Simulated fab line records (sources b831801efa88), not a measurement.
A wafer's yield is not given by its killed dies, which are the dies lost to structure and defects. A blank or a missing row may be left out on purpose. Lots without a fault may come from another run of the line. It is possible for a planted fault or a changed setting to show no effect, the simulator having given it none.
2 desks, one fault | flow sky130 | numbers are kept per desk, each desk with only its own; the story behind them comes last

## FROM THE METROLOGY DESK
What the gauges read for every lot (on any tool): the sampled wafers with a number, averaged. The brackets show how far a lot's mean lies from the usual mean; more than 4 standard deviations puts the lot out of limits, marked OUT.
Columns: A = GATE_OXIDE_OXIDATION_00_THK at SKY_GATE_OXIDE_THK_MEAS_02, usual 10.14 nm; B = cd_nm at SKY_POLY_GATE_CD_MEAS_13, usual 150.3 nm; C = SD_P_OVL at SKY_SD_P_OVL_MEAS_08, usual -0.3 nm
lot  | first seen here | A     | B     | C
L807 | day 12 16:37    | 10.18 | 150.2 | -0.6
L810 | day 13 17:17    | 10.26 | 148.5 | -1.3
L812 | day 14 08:13    | 10.04 | 151.2 | -0.7
L813 | day 14 23:37    | 10.16 | 150.0 | 0.3
L814 | day 15 02:49    | 10.29 | 150.9 | -0.7
L816 | day 15 22:44    | 10.23 | 148.3 | -1.1
L818 | day 16 09:20    | 10.64 | 151.5 | -0.5
L819 | day 16 16:39    | 10.48 | 150.7 | 0.0
L825 | day 19 07:53    | 9.81  | 149.6 | -1.4
L826 | day 19 17:26    | 9.98  | 149.5 | -1.5
L827 | day 19 19:43    | 9.80  | 148.4 | -1.8
L828 | day 20 03:55    | 10.50 | 151.4 | -2.1
L830 | day 20 10:05    | 10.02 | 150.2 | 1.5
L829 | day 20 16:50    | 10.13 | 150.4 | -0.5
This desk's verdict: no lot among the 14 shows anything out of limits.

## DESK OF THE TOOL OWNER: litho_track-02
The tool's own readings at SKY_POLY_CUT_SOFTBAKE_04 (time 90 s): means of the sampled wafers that have a number, for each lot that ran on this tool. The brackets show how far a lot's mean lies from the usual mean; more than 4 standard deviations puts the lot out of limits, marked OUT.
Columns: A = chill_plate_temp_C at SKY_POLY_CUT_SOFTBAKE_04, usual 23.01 C; B = heater_power_total_W at SKY_POLY_CUT_SOFTBAKE_04, usual 57.35 W; C = plate_temp_C at SKY_POLY_CUT_SOFTBAKE_04, usual 99.99 C
lot  | first seen here | A     | B               | C
L807 | day 23 08:00    | 23.07 | 57.26           | 100.01
L812 | day 25 10:00    | 23.02 | 57.30           | 100.24
L813 | day 25 23:00    | 23.09 | 57.51           | 99.80
L816 | day 26 23:00    | 22.98 | 57.30           | 99.85
L825 | day 30 09:00    | 22.87 | 60.90 (+32) OUT | 104.43 (+32) OUT
L827 | day 30 17:00    | 22.88 | 60.97 (+33) OUT | 104.34 (+31) OUT
L828 | day 31 00:00    | 22.83 | 60.87 (+32) OUT | 104.72 (+34) OUT
This desk's verdict: out of limits on L825, L827, L828, starting with L825 at day 30 09:00 (heater_power_total_W at SKY_POLY_CUT_SOFTBAKE_04). Within limits: L807, L812, L813, L816.

## PUT TOGETHER
At day 30 09:00, on L825, L827, L828, the tool owner's desk was in a position to raise an alarm.
At the metrology desk, nothing out of limits was observed.
The metrology desk has L825, L827, L828 on record, within its limits.
Every lot named ran SKY_POLY_CUT_SOFTBAKE_04 on litho_track-02.

## WHAT THE SIMULATOR PUT IN
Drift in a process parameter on litho_track-02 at SKY_POLY_CUT_SOFTBAKE_04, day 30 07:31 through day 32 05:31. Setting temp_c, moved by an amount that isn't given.
Shown lots that were struck: L825, L827, L828.
Hours from the fault's start to each desk's first reading out of limits: the tool owner's desk, 1.
